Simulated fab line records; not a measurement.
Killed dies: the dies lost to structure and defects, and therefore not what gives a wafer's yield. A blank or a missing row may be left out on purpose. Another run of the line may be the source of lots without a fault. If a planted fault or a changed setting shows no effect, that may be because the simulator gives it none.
fab line records ; flow gf180mcu ; part 2 of 2: steps 24 to 33 of 33
record lots=5; wafers=15; last_day=34
route steps=602 shown CONTACT@310 M1@315 V1@335
lots untouched by any fault: they come from a run of this same line in which no faults occurred
start_h: start of the lot's first displayed wafer, in hours after the record's first day ; wait_h: how many hours have passed since the lot's step before this one ; " identical to the entry in the row above ; L1.1+2: several wafers, shown together as one row ; - value missing, or start not given ; * or withheld: withheld ; < > ~ a bound
route shown NAME@n: names a module that has steps shown in the file, with the first one's number in the route ; usual: average and standard deviation across the fault-free wafers ; same: alike in all rows ; chamber/n: place in a boat ; sites: each site's reading ; _std_site: standard deviation of those values ; _edge_site: the outer-site mean with the inner-site mean subtracted ; radius_mm: how far each site lies from the wafer's centre ; mask NAME#n: copy n ; behind: the most recent tool/chamber to have shaped the wafer ; hold: why the lot went on hold/how many hours it stayed there/how the hold came to an end ; device: whichever transistor did not switch (one of n, p or np) ; end of line: tests of these same wafers at the route's end ; step lacking rows: just its recipe ; killed: the dies lost at the first sort to structure and to defects; this is not the yield of the wafer ; map: a wafer's dies, x killed, . not, _ none there
set.NAME: the setting the step ran with; set.NAME@STEP: the setting that earlier step ran with ; model.NAME: the simulator's own value behind a step, which no gauge read
lots seen at some steps along the route; tables by step, rows by wafer
services: when a tool's chamber went out of use (start_h, in hours from the record's first day, below 0 if earlier), for how many hours, and the reason
## steps
# step GF_M1_STRIP_18
# recipe chemistry=post_etch_residue_remover; time_s=1200; temp_c=72.5
# usual bath_guard_temp_C=72.4/0.38
# same time_s=1200
lot.wafer;tool;chamber;start_h;wait_h;bath_guard_temp_C
L077.1;wet_bench-01;1;418.90;0.1;72.1
L077.4;wet_bench-01;1;418.90;0.1;72.0
L077.5;wet_bench-01;1;418.90;0.1;71.7
L089.2;wet_bench-01;0;523.83;0.1;72.3
L089.3;wet_bench-01;0;523.83;0.1;72.7
L089.6;wet_bench-01;0;523.83;0.1;72.3
L093.1;wet_bench-04;2;557.42;0.1;72.6
L093.3;wet_bench-04;2;557.42;0.1;72.9
L093.4;wet_bench-04;2;557.42;0.1;72.6
L096.2;wet_bench-01;0;576.87;0.1;72.3
L096.3;wet_bench-01;0;576.87;0.1;72.4
L096.6;wet_bench-01;0;576.87;0.1;72.2
L095.1;wet_bench-01;1;579.15;0.1;71.9
L095.4;wet_bench-01;1;579.15;0.1;72.2
L095.5;wet_bench-01;1;579.15;0.1;72.4
# step GF_M1_CLEAN_19
# recipe chemistry=DIW; dry=n2_spin
lot.wafer;tool;chamber;start_h;wait_h
L077.1+4+5;wet_bench-03;1;419.25;0.0
L089.2+3+6;wet_bench-03;0;524.17;0.0
L093.1+3+4;wet_bench-01;1;557.77;0.0
L096.2+3+6;wet_bench-04;3;577.21;0.0
L095.1+4+5;wet_bench-03;2;579.49;0.0
# step GF_V1_CVD_00
# recipe material=SiO2; target_thk_nm=600; sigma_open_frac=0.3; temp_c=400; time_s=100; sih4_flow_sccm=60; pressure_mtorr=6
# same time_s=100
lot.wafer;tool;chamber;start_h;wait_h
L077.1+4+5;hdpcvd-01;1,1,0;419.34;0.0
L089.2+3+6;hdpcvd-02;2,1,0;524.26;0.0
L093.1+3+4;hdpcvd-01;0,2,0;557.86;0.0
L096.2+3+6;hdpcvd-01;0,1,2;577.31;0.0
L095.1+4+5;hdpcvd-01;2,0,1;579.59;0.0
# step GF_V1_THK_MEAS_01
# recipe reads=SiO2_of_V1_CVD_00
# usual V1_CVD_00_THK=598/6.4
lot.wafer;tool;chamber;start_h;wait_h;V1_CVD_00_THK[nm]
L077.1;film_metro-02;-;419.41;0.0;593
L077.4;film_metro-02;-;419.41;0.0;593
L077.5;film_metro-02;-;419.41;0.0;600
L089.2;film_metro-01;-;524.34;0.0;595
L089.3;film_metro-01;-;524.34;0.0;599
L089.6;film_metro-01;-;524.34;0.0;588
L093.1;film_metro-01;-;557.93;0.0;603
L093.3;film_metro-01;-;557.93;0.0;599
L093.4;film_metro-01;-;557.93;0.0;613
L096.2;film_metro-02;-;577.39;0.0;607
L096.3;film_metro-02;-;577.39;0.0;602
L096.6;film_metro-02;-;577.39;0.0;601
L095.1;film_metro-04;-;579.66;0.0;592
L095.4;film_metro-04;-;579.66;0.0;590
L095.5;film_metro-04;-;579.66;0.0;590
# step GF_V1_CVD_02
# recipe material=SiO2; target_thk_nm=850; precursor=TEOS; temp_c=400; time_s=94.851; rf_w=600
# usual heater_power_w=649/77; rf_fwd_power_W=596.5/2
# same time_s=94.851
lot.wafer;tool;chamber;start_h;wait_h;heater_power_w;rf_fwd_power_W
L077.1;pecvd-02;0;419.47;0.1;712;594.8
L077.4;pecvd-02;0;419.47;0.1;716;596.6
L077.5;pecvd-02;1;419.47;0.1;641;595.3
L089.2;pecvd-01;0;524.39;0.0;807;598.8
L089.3;pecvd-01;2;524.39;0.0;692;599.4
L089.6;pecvd-01;0;524.39;0.0;633;598.0
L093.1;pecvd-02;0;557.99;0.1;631;599.8
L093.3;pecvd-02;1;557.99;0.1;665;598.0
L093.4;pecvd-02;2;557.99;0.1;588;596.3
L096.2;pecvd-01;2;577.44;0.0;655;599.4
L096.3;pecvd-01;0;577.44;0.0;755;601.1
L096.6;pecvd-01;0;577.44;0.0;774;599.2
L095.1;pecvd-04;1;579.72;0.1;582;596.6
L095.4;pecvd-04;1;579.72;0.1;610;596.9
L095.5;pecvd-04;0;579.72;0.1;691;598.1
# step GF_V1_THK_MEAS_03
# recipe reads=SiO2_of_V1_CVD_02
# usual V1_CVD_02_THK=849/11
lot.wafer;tool;chamber;start_h;wait_h;V1_CVD_02_THK[nm]
L077.1;film_metro-04;-;419.54;0.0;834
L077.4;film_metro-04;-;419.54;0.0;850
L077.5;film_metro-04;-;419.54;0.0;842
L089.2;film_metro-02;-;524.47;0.0;864
L089.3;film_metro-02;-;524.47;0.0;843
L089.6;film_metro-02;-;524.47;0.0;865
L093.1;film_metro-02;-;558.06;0.0;844
L093.3;film_metro-02;-;558.06;0.0;852
L093.4;film_metro-02;-;558.06;0.0;850
L096.2;film_metro-04;-;577.52;0.0;835
L096.3;film_metro-04;-;577.52;0.0;838
L096.6;film_metro-04;-;577.52;0.0;862
L095.1;film_metro-02;-;579.79;0.0;854
L095.4;film_metro-02;-;579.79;0.0;864
L095.5;film_metro-02;-;579.79;0.0;867
# step GF_V1_CMP_04
# recipe material=SiO2; down_force_psi=4; platen_rpm=60; pad_velocity_m_s=0.94248
# usual motor_current_A=11.7/0.95; platen_rpm=60.00/0.037; retaining_ring_pressure_frac=1.000/0.0044; time_to_endpoint_s=80/6.3
lot.wafer;tool;chamber;start_h;wait_h;motor_current_A;platen_rpm;retaining_ring_pressure_frac;time_to_endpoint_s
L077.4;cmp-02;1;419.60;0.0;10.6;59.94;1.002;85
L077.1;cmp-02;3;419.60;0.0;13.0;59.99;1.001;74
L077.5;cmp-02;1;419.60;0.0;10.2;60.04;1.002;85
L089.2;cmp-01;0;524.62;0.1;11.1;59.96;1.003;82
L089.3;cmp-01;1;524.62;0.1;11.9;59.97;0.998;76
L089.6;cmp-01;3;524.62;0.1;11.9;59.99;0.999;83
L093.4;cmp-02;2;558.17;0.1;10.3;60.00;1.001;74
L093.3;cmp-02;3;558.17;0.1;13.3;59.98;0.999;81
L093.1;cmp-02;0;558.17;0.1;12.0;59.99;0.997;81
L096.3;cmp-02;1;577.62;0.1;10.8;60.03;1.002;77
L096.2;cmp-02;2;577.62;0.1;11.0;60.01;0.999;73
L096.6;cmp-02;0;577.62;0.1;13.1;59.89;0.997;89
L095.4;cmp-02;2;579.90;0.1;11.4;59.97;1.000;78
L095.1;cmp-02;0;579.90;0.1;11.3;60.03;0.999;84
L095.5;cmp-02;1;579.90;0.1;10.6;59.98;0.997;91
# step GF_V1_BOW_MEAS_05
# recipe mode=bow
# usual V1_BOW=80/7.1
lot.wafer;tool;chamber;start_h;wait_h;V1_BOW[um]
L077.1;film_metro-04;-;419.90;0.1;69
L077.4;film_metro-04;-;419.90;0.1;81
L077.5;film_metro-04;-;419.90;0.1;76
L089.2;film_metro-04;-;524.84;0.2;79
L089.3;film_metro-04;-;524.84;0.2;63
L089.6;film_metro-04;-;524.84;0.2;81
L093.1;film_metro-02;-;558.42;0.1;83
L093.3;film_metro-02;-;558.42;0.1;83
L093.4;film_metro-02;-;558.42;0.1;80
L096.2;film_metro-02;-;577.89;0.2;84
L096.3;film_metro-02;-;577.89;0.2;67
L096.6;film_metro-02;-;577.89;0.2;78
L095.1;film_metro-01;-;580.15;0.1;75
L095.4;film_metro-01;-;580.15;0.1;82
L095.5;film_metro-01;-;580.15;0.1;85
# step GF_V1_DEHYDRATE_06
# recipe temp_c=200; time_s=60
# usual resist_line_temp_C=22.98/0.11
# same time_s=60
lot.wafer;tool;chamber;start_h;wait_h;resist_line_temp_C
L077.1;litho_track-03;0;431.26;11.3;23.19
L077.4;litho_track-03;0;431.26;11.3;23.21
L077.5;litho_track-03;0;431.26;11.3;23.10
L089.2;litho_track-03;0;535.88;11.0;23.08
L089.3;litho_track-03;0;535.88;11.0;22.93
L089.6;litho_track-03;0;535.88;11.0;22.96
L093.1;litho_track-01;0;568.13;9.7;23.18
L093.3;litho_track-01;0;568.13;9.7;22.99
L093.4;litho_track-01;0;568.13;9.7;23.05
L096.2;litho_track-01;0;588.20;10.3;22.86
L096.3;litho_track-01;0;588.20;10.3;22.97
L096.6;litho_track-01;0;588.20;10.3;22.96
L095.1;litho_track-02;0;590.11;9.9;22.80
L095.4;litho_track-02;0;590.11;9.9;23.10
L095.5;litho_track-02;0;590.11;9.9;22.95
# step GF_V1_HMDS_07
# recipe prime_time_s=60; prime_temp_c=120
# usual resist_line_temp_C=23.03/0.1
lot.wafer;tool;chamber;start_h;wait_h;resist_line_temp_C
L077.1;litho_track-03;0;431.41;0.1;23.08
L077.4;litho_track-03;0;431.41;0.1;22.98
L077.5;litho_track-03;0;431.41;0.1;23.08
L089.2;litho_track-03;0;536.03;0.1;23.18
L089.3;litho_track-03;0;536.03;0.1;23.10
L089.6;litho_track-03;0;536.03;0.1;22.96
L093.1;litho_track-01;0;568.28;0.1;23.05
L093.3;litho_track-01;0;568.28;0.1;23.07
L093.4;litho_track-01;0;568.28;0.1;23.10
L096.2;litho_track-01;0;588.35;0.1;22.94
L096.3;litho_track-01;0;588.35;0.1;22.94
L096.6;litho_track-01;0;588.35;0.1;23.01
L095.1;litho_track-02;0;590.26;0.1;23.08
L095.4;litho_track-02;0;590.26;0.1;23.12
L095.5;litho_track-02;0;590.26;0.1;23.00
## services
tool;chamber;start_h;hours;kind
krf_scanner-02;-;375.13;1.3;pm
pecvd-01;2;383.52;5.1;repair
cmp-01;-;383.74;12.0;pm
krf_scanner-01;-;384.49;0.8;pm
cmp-02;-;396.82;7.0;pm
cmp-02;-;404.05;4.0;pm
krf_scanner-02;-;408.20;4.7;repair
hdpcvd-01;-;413.20;6.0;pm
cvd_w-01;-;425.84;0.7;repair
cmp-02;-;439.63;6.9;pm
wet_bench-03;-;449.67;6.3;repair
wet_bench-03;-;455.95;4.4;pm
pvd_sputter-01;-;456.39;1.3;repair
krf_scanner-02;-;471.83;4.4;pm
cmp-02;-;476.84;2.7;repair
krf_scanner-02;-;486.63;1.0;pm
krf_scanner-02;-;495.76;9.8;repair
cmp-02;-;520.13;12.4;pm
krf_scanner-02;-;534.65;0.8;pm
hdpcvd-01;-;539.25;15.0;pm
krf_scanner-02;-;551.86;1.3;pm
rie_metal-01;1;552.42;3.6;repair
pvd_sputter-01;-;577.60;3.2;repair
pvd_sputter-03;-;585.05;1.3;repair
